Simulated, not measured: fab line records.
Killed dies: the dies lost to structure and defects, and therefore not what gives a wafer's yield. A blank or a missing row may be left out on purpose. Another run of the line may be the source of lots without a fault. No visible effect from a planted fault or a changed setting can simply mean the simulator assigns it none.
Matching of chambers / flow sky130 / SKY_FIELD_ISO_CMP_27 on cmp-01 has 4 sister chambers
The step polishes, stops on Si3N4, t overpolish 16 s, target thk 457.8 nm. 7 wafers are shown with their chamber, then 8 later ones without.

## EACH WAFER AND ITS CHAMBER
wafer=L633.1; chamber=2; motor-current-A (A)=11.7; overpolish-run-s (s)=16.017
wafer=L634.2; chamber=1; motor-current-A (A)=12.6; overpolish-run-s (s)=15.998
wafer=L634.3; chamber=3; motor-current-A (A)=12.1; overpolish-run-s (s)=16.003
wafer=L637.1; chamber=3; motor-current-A (A)=13.2; overpolish-run-s (s)=16.001
wafer=L637.4; chamber=0; motor-current-A (A)=11.4; overpolish-run-s (s)=15.997
wafer=L637.5; chamber=1; motor-current-A (A)=12.1; overpolish-run-s (s)=15.990
wafer=L639.2; chamber=0; motor-current-A (A)=10.9; overpolish-run-s (s)=15.984

## WAFERS MISSING THEIR CHAMBER
wafer=L639.5; motor-current-A (A)=13.0; overpolish-run-s (s)=16.002
wafer=L639.6; motor-current-A (A)=10.8; overpolish-run-s (s)=16.004
wafer=L640.1; motor-current-A (A)=11.2; overpolish-run-s (s)=16.002
wafer=L640.4; motor-current-A (A)=12.9; overpolish-run-s (s)=16.000
wafer=L640.6; motor-current-A (A)=12.8; overpolish-run-s (s)=16.002
wafer=L652.2; motor-current-A (A)=10.8; overpolish-run-s (s)=15.984
wafer=L652.3; motor-current-A (A)=12.4; overpolish-run-s (s)=16.000
wafer=L652.5; motor-current-A (A)=11.4; overpolish-run-s (s)=15.999

## THE CHAMBER EACH PASSED THROUGH
wafer=L639.5; from the rows above=can't be placed: 3 or 1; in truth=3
wafer=L639.6; from the rows above=can't be placed: 0 or 2 or 1 or 3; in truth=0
wafer=L640.1; from the rows above=can't be placed: 0 or 1 or 2 or 3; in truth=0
wafer=L640.4; from the rows above=can't be placed: 3 or 1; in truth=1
wafer=L640.6; from the rows above=can't be placed: 3 or 1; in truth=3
wafer=L652.2; from the rows above=0; in truth=0
wafer=L652.3; from the rows above=can't be placed: 3 or 1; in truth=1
wafer=L652.5; from the rows above=can't be placed: 0 or 1 or 3 or 2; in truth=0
Correct placement for 1 of the 8. Unplaceable from these rows: 7, with the true chamber sitting among the candidates in 7. Number placed wrongly: 0.
How it was worked out, from the rows above alone: a wafer's distance from a chamber is the root of the sum, over the readings, of the square of ((its reading less the chamber's mean) divided by the reading's scatter). The wafer belongs to the nearest chamber; if the next one is less than 2 further off, it can't be placed. For every chamber, the mean is computed from those of its wafers that are shown. The scatter: take each reading less its chamber's mean, square it, sum over the shown wafers, divide by the number of wafers less the number of chambers, and take the root.
